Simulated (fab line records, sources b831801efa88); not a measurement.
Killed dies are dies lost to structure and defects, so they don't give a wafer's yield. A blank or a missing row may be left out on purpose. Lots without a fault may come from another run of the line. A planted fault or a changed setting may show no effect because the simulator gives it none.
fab line records | flow sky130
record lots=24 wafers=72 last_day=51
route steps=708 shown VIA1@481 METAL2@484 VIA2@530 METAL4@600 VIA4@656
lots that met no fault: from a run of the same line without faults
start_h: hours from the record's first day to the start of the lot's first wafer shown | wait_h: hours since the lot's step before | " the same as in the row above | L1.1+2: a row that stands for several wafers | - no value, or no start given | * or withheld: withheld | < > ~ a bound
route shown NAME@n: a module of which the file shows steps, and the number in the route of the first | usual: mean/standard deviation of fault-free wafers | same: alike in all rows | chamber/n: place in a boat | sites: the reading at each site | _std_site: their standard deviation | _edge_site: outer sites' mean less inner sites' | radius_mm: how far each site lies from the wafer's centre | mask NAME#n: copy n | behind: the tool/chamber that last shaped the wafer | hold: why the lot was held/for how many hours/how that ended | device: the transistor (n, p or np) that didn't switch | end of line: the same wafers' tests at the end of the route | a step without rows: its recipe alone | killed: dies lost to structure and defects at the first sort, not the wafer's yield | map: a wafer's dies, x killed, . not, _ none there
set.NAME: the setting as run; set.NAME@STEP: as run at that earlier step | model.NAME: the simulator's own value behind a step, which no gauge read
steps of the route over a sample of lots; a table a step, a row a wafer
services: from which hour (start_h, from the record's first day; less than 0 if before it) a tool's chamber was out of use, for how many hours, and why
## steps
# step SKY_VIA1_THK_MEAS_23
# recipe thk_meas_gauge=xrf reads=W_of_VIA1_CVD_21
# usual VIA1_W_THK=270/4.2
# columns lot.wafer tool chamber start_h wait_h VIA1_W_THK[nm]
L074.2 film_metro-03 - 813.02 0.1 274
L074.4 " - " " 270
L074.5 " - " " 270
L075.1 film_metro-01 - 823.52 0.1 267
L075.3 " - " " 265
L075.4 " - " " 268
L076.1 film_metro-01 - 826.99 0.1 266
L076.4 " - " " 264
L076.6 " - " " 263
L077.1 film_metro-01 - 840.33 0.1 273
L077.2 " - " " 274
L077.6 " - " " 268
L078.1 film_metro-03 - 848.55 0.1 262
L078.4 " - " " 267
L078.6 " - " " 264
L079.4 film_metro-04 - 849.49 0.1 268
L079.5 " - " " 271
L079.6 " - " " 276
L080.3 film_metro-04 - 856.05 0.1 266
L080.5 " - " " 276
L080.6 " - " " 271
L081.3 film_metro-01 - 871.75 0.1 276
L081.4 " - " " 262
L081.6 " - " " 269
L082.1 film_metro-03 - 876.91 0.1 272
L082.2 " - " " 267
L082.3 " - " " 275
L083.2 film_metro-04 - 886.14 0.1 270
L083.3 " - " " 264
L083.4 " - " " 274
L084.2 film_metro-03 - 891.22 0.1 267
L084.3 " - " " 270
L084.6 " - " " 263
L085.1 film_metro-03 - 900.65 0.1 265
L085.2 " - " " 270
L085.3 " - " " 267
L086.2 film_metro-03 - 902.27 0.1 268
L086.4 " - " " 266
L086.6 " - " " 270
L087.1 film_metro-03 - 909.56 0.1 266
L087.2 " - " " 266
L087.5 " - " " 271
L088.3 film_metro-04 - 922.43 0.1 269
L088.5 " - " " 275
L088.6 " - " " 270
L089.2 film_metro-01 - 927.84 0.1 275
L089.3 " - " " 270
L089.6 " - " " 276
L090.2 film_metro-01 - 941.88 0.1 274
L090.4 " - " " 274
L090.5 " - " " 270
L091.1 film_metro-01 - 945.36 0.1 273
L091.2 " - " " 267
L091.5 " - " " 274
L092.3 film_metro-04 - 945.70 0.1 269
L092.4 " - " " 276
L092.5 " - " " 278
L093.1 film_metro-01 - 951.58 0.1 279
L093.3 " - " " 279
L093.6 " - " " 275
L094.1 film_metro-04 - 960.28 0.1 273
L094.2 " - " " 270
L094.3 " - " " 269
L095.1 film_metro-04 - 969.08 0.1 274
L095.4 " - " " 273
L095.6 " - " " 271
L096.3 film_metro-03 - 970.79 0.1 262
L096.5 " - " " 264
L096.6 " - " " 269
L097.2 film_metro-01 - 973.96 0.1 272
L097.3 " - " " 268
L097.6 " - " " 272
# step SKY_METAL2_SPUTTER_01
# recipe material=TiN target_thk_nm=20 power_w=6500 time_s=16.7 chamber_pressure_pa=0.4
# usual throttle_valve_pct=29.4/0.9
# same time_s=16.7
# columns lot.wafer tool chamber start_h wait_h throttle_valve_pct
L074.2 pvd_sputter-04 - 813.39 0.0 29.1
L074.4 " - " " 30.0
L074.5 " - " " 29.0
L075.1 pvd_sputter-02 - 823.90 0.0 30.3
L075.3 " - " " 29.5
L075.4 " - " " 27.7
L076.1 pvd_sputter-04 - 827.37 0.0 30.2
L076.4 " - " " 30.0
L076.6 " - " " 30.0
L077.1 pvd_sputter-02 - 840.71 0.0 27.9
L077.2 " - " " 30.6
L077.6 " - " " 27.7
L078.1 pvd_sputter-04 - 848.93 0.0 30.0
L078.4 " - " " 30.2
L078.6 " - " " 30.6
L079.4 pvd_sputter-02 - 849.86 0.0 30.7
L079.5 " - " " 27.6
L079.6 " - " " 28.9
L080.3 pvd_sputter-02 - 856.41 0.0 27.5
L080.5 " - " " 27.7
L080.6 " - " " 28.9
L081.3 pvd_sputter-02 - 872.11 0.0 27.8
L081.4 " - " " 28.9
L081.6 " - " " 27.7
L082.1 pvd_sputter-04 - 877.29 0.0 30.4
L082.2 " - " " 30.1
L082.3 " - " " 29.2
L083.2 pvd_sputter-02 - 886.52 0.0 27.7
L083.3 " - " " 30.4
L083.4 " - " " 29.3
L084.2 pvd_sputter-04 - 891.59 0.0 30.2
L084.3 " - " " 29.3
L084.6 " - " " 29.2
L085.1 pvd_sputter-03 - 901.03 0.0 29.7
L085.2 " - " " 29.7
L085.3 " - " " 29.4
L086.2 pvd_sputter-03 - 902.72 0.0 29.4
L086.4 " - " " 29.7
L086.6 " - " " 29.1
L087.1 pvd_sputter-02 - 909.94 0.0 28.7
L087.2 " - " " 27.5
L087.5 " - " " 27.7
L088.3 pvd_sputter-02 - 922.79 0.0 27.9
L088.5 " - " " 29.4
L088.6 " - " " 29.0
L089.2 pvd_sputter-04 - 928.21 0.0 29.0
L089.3 " - " " 28.7
L089.6 " - " " 30.2
L090.2 pvd_sputter-02 - 942.25 0.0 27.5
L090.4 " - " " 29.0
L090.5 " - " " 29.0
L091.1 pvd_sputter-04 - 945.74 0.0 30.3
L091.2 " - " " 29.1
L091.5 " - " " 29.1
L092.3 pvd_sputter-02 - 946.06 0.0 29.5
L092.4 " - " " 29.1
L092.5 " - " " 30.5
L093.1 pvd_sputter-04 - 952.08 0.0 29.1
L093.3 " - " " 30.5
L093.6 " - " " 30.1
L094.1 pvd_sputter-04 - 960.66 0.0 30.1
L094.2 " - " " 28.8
L094.3 " - " " 30.5
L095.1 pvd_sputter-04 - 969.47 0.0 28.8
L095.4 " - " " 30.3
L095.6 " - " " 30.2
L096.3 pvd_sputter-02 - 971.15 0.0 29.4
L096.5 " - " " 29.0
L096.6 " - " " 29.5
L097.2 pvd_sputter-02 - 974.33 0.0 27.6
L097.3 " - " " 30.6
L097.6 " - " " 27.9
# step SKY_METAL2_SPUTTER_02
# recipe material=AlCu target_thk_nm=250 power_w=10600 time_s=13.3 chamber_pressure_pa=0.4
# usual throttle_valve_pct=29.4/0.88
# same time_s=13.3
# columns lot.wafer tool chamber start_h wait_h throttle_valve_pct
L074.2 pvd_sputter-04 - 813.41 0.0 29.0
L074.4 " - " " 30.0
L074.5 " - " " 29.2
L075.1 pvd_sputter-02 - 823.92 0.0 30.6
L075.3 " - " " 29.3
L075.4 " - " " 27.7
L076.1 pvd_sputter-04 - 827.40 0.0 30.2
L076.4 " - " " 29.7
L076.6 " - " " 29.9
L077.1 pvd_sputter-02 - 840.73 0.0 27.7
L077.2 " - " " 30.7
L077.6 " - " " 27.3
L078.1 pvd_sputter-04 - 848.96 0.0 30.4
L078.4 " - " " 30.3
L078.6 " - " " 30.3
L079.4 pvd_sputter-02 - 849.88 0.0 30.8
L079.5 " - " " 27.8
L079.6 " - " " 29.2
L080.3 pvd_sputter-02 - 856.43 0.0 27.6
L080.5 " - " " 27.6
L080.6 " - " " 29.0
L081.3 pvd_sputter-02 - 872.14 0.0 27.8
L081.4 " - " " 29.1
L081.6 " - " " 27.7
L082.1 pvd_sputter-04 - 877.31 0.0 30.3
L082.2 " - " " 30.1
L082.3 " - " " 28.9
L083.2 pvd_sputter-02 - 886.54 0.0 27.7
L083.3 " - " " 30.6
L083.4 " - " " 29.5
L084.2 pvd_sputter-04 - 891.61 0.0 29.8
L084.3 " - " " 29.3
L084.6 " - " " 29.3
L085.1 pvd_sputter-03 - 901.06 0.0 29.6
L085.2 " - " " 29.7
L085.3 " - " " 29.4
L086.2 pvd_sputter-03 - 902.74 0.0 29.1
L086.4 " - " " 29.8
L086.6 " - " " 29.2
L087.1 pvd_sputter-02 - 909.96 0.0 29.0
L087.2 " - " " 27.8
L087.5 " - " " 27.5
L088.3 pvd_sputter-02 - 922.82 0.0 27.6
L088.5 " - " " 29.4
L088.6 " - " " 29.2
L089.2 pvd_sputter-04 - 928.23 0.0 29.0
L089.3 " - " " 28.9
L089.6 " - " " 30.2
L090.2 pvd_sputter-02 - 942.28 0.0 27.6
L090.4 " - " " 28.9
L090.5 " - " " 29.1
L091.1 pvd_sputter-04 - 945.77 0.0 30.3
L091.2 " - " " 29.3
L091.5 " - " " 29.3
L092.3 pvd_sputter-02 - 946.09 0.0 29.6
L092.4 " - " " 29.0
L092.5 " - " " 30.5
L093.1 pvd_sputter-04 - 952.10 0.0 29.1
L093.3 " - " " 30.5
L093.6 " - " " 30.2
L094.1 pvd_sputter-04 - 960.69 0.0 29.9
L094.2 " - " " 29.3
L094.3 " - " " 30.1
L095.1 pvd_sputter-04 - 969.49 0.0 28.9
L095.4 " - " " 30.3
L095.6 " - " " 30.2
L096.3 pvd_sputter-02 - 971.18 0.0 29.3
L096.5 " - " " 28.9
L096.6 " - " " 29.4
L097.2 pvd_sputter-02 - 974.36 0.0 27.8
L097.3 " - " " 30.6
L097.6 " - " " 27.8
# step SKY_VIA2_THK_MEAS_23
# recipe thk_meas_gauge=xrf reads=W_of_VIA2_CVD_21
# usual VIA2_W_THK=433/9.6
# columns lot.wafer tool chamber start_h wait_h VIA2_W_THK[nm]
L074.2 film_metro-04 - 870.10 0.1 442
L074.4 " - " " 434
L074.5 " - " " 434
L075.1 film_metro-02 - 880.74 0.1 417
L075.3 " - " " 433
L075.4 " - " " 424
L076.1 film_metro-04 - 882.76 0.1 445
L076.4 " - " " 429
L076.6 " - " " 430
L077.1 film_metro-04 - 896.46 0.1 442
L077.2 " - " " 425
L077.6 " - " " 441
L078.1 film_metro-02 - 904.21 0.1 429
L078.4 " - " " 419
L078.6 " - " " 420
L079.4 film_metro-04 - 906.80 0.1 447
L079.5 " - " " 445
L079.6 " - " " 430
L080.3 film_metro-03 - 911.59 0.1 433
L080.5 " - " " 420
L080.6 " - " " 440
L081.3 film_metro-04 - 926.82 0.1 434
L081.4 " - " " 442
L081.6 " - " " 434
L082.1 film_metro-02 - 932.52 0.1 430
L082.2 " - " " 413
L082.3 " - " " 437
L083.2 film_metro-03 - 940.71 0.1 445
L083.3 " - " " 432
L083.4 " - " " 446
L084.2 film_metro-02 - 946.39 0.1 432
L084.3 " - " " 422
L084.6 " - " " 421
L085.1 film_metro-02 - 953.38 0.1 432
L085.2 " - " " 432
L085.3 " - " " 418
L086.2 film_metro-04 - 955.79 0.1 451
L086.4 " - " " 450
L086.6 " - " " 456
L087.1 film_metro-02 - 963.17 0.1 421
L087.2 " - " " 429
L087.5 " - " " 430
L088.3 film_metro-03 - 975.49 0.1 431
L088.5 " - " " 428
L088.6 " - " " 442
L089.2 film_metro-02 - 980.58 0.1 438
L089.3 " - " " 431
L089.6 " - " " 417
L090.2 film_metro-02 - 993.31 0.1 432
L090.4 " - " " 428
L090.5 " - " " 423
L091.1 film_metro-03 - 997.91 0.1 415
L091.2 " - " " 428
L091.5 " - " " 419
L092.3 film_metro-02 - 998.81 0.1 419
L092.4 " - " " 433
L092.5 " - " " 418
L093.1 film_metro-04 - 1004.53 0.1 440
L093.3 " - " " 436
L093.6 " - " " 428
L094.1 film_metro-03 - 1011.25 0.1 433
L094.2 " - " " 451
L094.3 " - " " 446
L095.1 film_metro-04 - 1019.76 0.1 446
L095.4 " - " " 445
L095.6 " - " " 433
L096.3 film_metro-04 - 1021.33 0.1 440
L096.5 " - " " 445
L096.6 " - " " 441
L097.2 film_metro-04 - 1025.12 0.1 444
L097.3 " - " " 446
L097.6 " - " " 432
# step SKY_METAL4_SPUTTER_02
# recipe material=AlCu target_thk_nm=735 power_w=10600 time_s=39.1 chamber_pressure_pa=0.4
# usual throttle_valve_pct=29.6/1.1
# same time_s=39.1
# columns lot.wafer tool chamber start_h wait_h throttle_valve_pct
L074.2 pvd_sputter-04 - 953.43 0.0 28.7
L074.4 " - " " 29.1
L074.5 " - " " 28.8
L076.1 pvd_sputter-02 - 963.22 0.0 29.2
L076.4 " - " " 27.8
L076.6 " - " " 29.0
L075.1 pvd_sputter-02 - 963.92 0.0 27.6
L075.3 " - " " 29.1
L075.4 " - " " 29.1
L077.1 pvd_sputter-02 - 977.43 0.0 28.5
L077.2 " - " " 27.8
L077.6 " - " " 27.5
L078.1 pvd_sputter-02 - 983.83 0.0 30.7
L078.4 " - " " 27.6
L078.6 " - " " 30.5
L079.4 pvd_sputter-04 - 986.36 0.0 28.9
L079.5 " - " " 28.9
L079.6 " - " " 30.2
L080.3 pvd_sputter-01 - 990.64 0.0 30.5
L080.5 " - " " 29.9
L080.6 " - " " 30.4
L081.3 pvd_sputter-02 - 1005.94 0.0 29.0
L081.4 " - " " 27.3
L081.6 " - " " 29.1
L082.1 pvd_sputter-01 - 1010.60 0.0 30.7
L082.2 " - " " 31.9
L082.3 " - " " 29.6
L083.2 pvd_sputter-04 - 1016.93 0.0 29.1
L083.3 " - " " 30.2
L083.4 " - " " 30.3
L084.2 pvd_sputter-02 - 1024.16 0.0 30.8
L084.3 " - " " 27.8
L084.6 " - " " 27.5
L085.1 pvd_sputter-01 - 1030.46 0.0 31.6
L085.2 " - " " 29.5
L085.3 " - " " 30.6
L086.2 pvd_sputter-02 - 1030.79 0.0 27.4
L086.4 " - " " 29.4
L086.6 " - " " 30.6
L087.1 pvd_sputter-01 - 1041.27 0.0 30.0
L087.2 " - " " 29.4
L087.5 " - " " 31.9
L088.3 pvd_sputter-04 - 1050.53 0.0 28.8
L088.5 " - " " 29.0
L088.6 " - " " 30.3
L089.2 pvd_sputter-02 - 1055.46 0.0 27.7
L089.3 " - " " 29.8
L089.6 " - " " 29.0
L090.2 pvd_sputter-01 - 1066.22 0.0 29.7
L090.4 " - " " 30.7
L090.5 " - " " 30.3
L091.1 pvd_sputter-04 - 1072.19 0.0 29.1
L091.2 " - " " 30.2
L091.5 " - " " 30.4
L092.3 pvd_sputter-04 - 1073.49 0.0 30.1
L092.4 " - " " 30.0
L092.5 " - " " 29.3
L093.1 pvd_sputter-02 - 1076.61 0.0 29.6
L093.3 " - " " 27.7
L093.6 " - " " 30.5
L094.1 pvd_sputter-01 - 1083.58 0.0 31.8
L094.2 " - " " 30.0
L094.3 " - " " 30.6
L095.1 pvd_sputter-02 - 1092.47 0.0 29.0
L095.4 " - " " 29.2
L095.6 " - " " 29.3
L096.3 pvd_sputter-01 - 1092.93 0.0 31.5
L096.5 " - " " 30.7
L096.6 " - " " 29.9
L097.2 pvd_sputter-02 - 1097.36 0.0 27.5
L097.3 " - " " 28.9
L097.6 " - " " 27.6
# step SKY_VIA4_SPUTTER_17
# recipe material=TiN target_thk_nm=20 chamber_pressure_pa=5 power_w=4000 time_s=80
# usual throttle_valve_pct=30.0/0.95
# same time_s=80
# columns lot.wafer tool chamber start_h wait_h throttle_valve_pct
L074.2 pvd_sputter-01 - 1029.85 0.0 30.5
L074.4 " - " " 31.5
L074.5 " - " " 29.8
L076.1 pvd_sputter-01 - 1036.32 0.0 29.6
L076.4 " - " " 29.6
L076.6 " - " " 29.7
L075.1 pvd_sputter-03 - 1038.58 0.0 29.0
L075.3 " - " " 29.8
L075.4 " - " " 29.3
L077.1 pvd_sputter-01 - 1051.30 0.0 29.8
L077.2 " - " " 30.6
L077.6 " - " " 31.6
L078.1 pvd_sputter-01 - 1057.85 0.0 32.0
L078.4 " - " " 29.4
L078.6 " - " " 30.6
L079.4 pvd_sputter-01 - 1059.19 0.0 29.6
L079.5 " - " " 29.2
L079.6 " - " " 32.0
L080.3 pvd_sputter-01 - 1063.55 0.0 29.5
L080.5 " - " " 29.3
L080.6 " - " " 31.5
L081.3 pvd_sputter-01 - 1077.20 0.0 30.4
L081.4 " - " " 29.7
L081.6 " - " " 29.3
L082.1 pvd_sputter-03 - 1082.05 0.0 29.2
L082.2 " - " " 30.8
L082.3 " - " " 29.5
L083.2 pvd_sputter-02 - 1088.01 0.0 29.3
L083.3 " - " " 27.9
L083.4 " - " " 28.9
L084.2 pvd_sputter-02 - 1093.97 0.0 28.9
L084.3 " - " " 29.7
L084.6 " - " " 27.9
L085.1 pvd_sputter-01 - 1099.85 0.0 29.4
L085.2 " - " " 29.9
L085.3 " - " " 30.4
L086.2 pvd_sputter-03 - 1100.72 0.0 29.7
L086.4 " - " " 29.7
L086.6 " - " " 29.4
L087.1 pvd_sputter-03 - 1109.33 0.0 29.4
L087.2 " - " " 29.2
L087.5 " - " " 29.7
L088.3 pvd_sputter-01 - 1117.90 0.0 31.7
L088.5 " - " " 31.8
L088.6 " - " " 29.3
L089.2 pvd_sputter-01 - 1122.97 0.0 29.8
L089.3 " - " " 29.3
L089.6 " - " " 29.3
L090.2 pvd_sputter-03 - 1133.50 0.0 29.2
L090.4 " - " " 29.8
L090.5 " - " " 29.6
L091.1 pvd_sputter-02 - 1138.40 0.0 30.6
L091.2 " - " " 29.3
L091.5 " - " " 29.1
L092.3 pvd_sputter-01 - 1139.00 0.0 31.7
L092.4 " - " " 30.4
L092.5 " - " " 31.7
L093.1 pvd_sputter-01 - 1142.50 0.0 30.7
L093.3 " - " " 29.7
L093.6 " - " " 31.6
L094.1 pvd_sputter-01 - 1148.42 0.0 29.5
L094.2 " - " " 31.5
L094.3 " - " " 29.8
L095.1 pvd_sputter-02 - 1155.72 0.0 30.3
L095.4 " - " " 27.8
L095.6 " - " " 28.9
L096.3 pvd_sputter-01 - 1157.07 0.0 30.0
L096.5 " - " " 29.2
L096.6 " - " " 30.2
L097.2 pvd_sputter-02 - 1159.95 0.0 30.4
L097.3 " - " " 27.5
L097.6 " - " " 29.1
## services
# columns tool chamber start_h hours kind
pvd_sputter-03 - 796.29 2.3 repair
pvd_sputter-04 0 808.24 - consumable_replace:kit
pvd_sputter-04 0 808.24 18.0 scheduled_down
pvd_sputter-02 3 832.61 - consumable_replace:kit
pvd_sputter-02 3 832.61 18.0 scheduled_down
pvd_sputter-02 3 832.61 18.0 vent_cycle
pvd_sputter-04 - 853.66 4.9 repair
pvd_sputter-01 - 865.90 2.4 repair
pvd_sputter-01 - 876.03 14.1 repair
pvd_sputter-01 - 883.19 3.2 repair
pvd_sputter-04 - 884.17 3.1 repair
pvd_sputter-03 - 892.49 1.0 repair
pvd_sputter-02 - 969.60 1.2 repair
pvd_sputter-02 - 1010.82 1.4 repair
pvd_sputter-02 2 1012.63 - consumable_replace:kit
pvd_sputter-02 2 1012.63 18.0 scheduled_down
pvd_sputter-02 2 1012.63 18.0 vent_cycle
pvd_sputter-04 - 1025.43 6.6 repair
pvd_sputter-04 - 1034.96 6.0 repair
pvd_sputter-02 - 1104.95 2.0 repair
pvd_sputter-02 1 1109.61 - consumable_replace:kit
pvd_sputter-02 1 1109.61 18.0 scheduled_down
pvd_sputter-02 1 1109.61 18.0 vent_cycle
pvd_sputter-04 - 1141.55 4.1 repair
## key
fault none
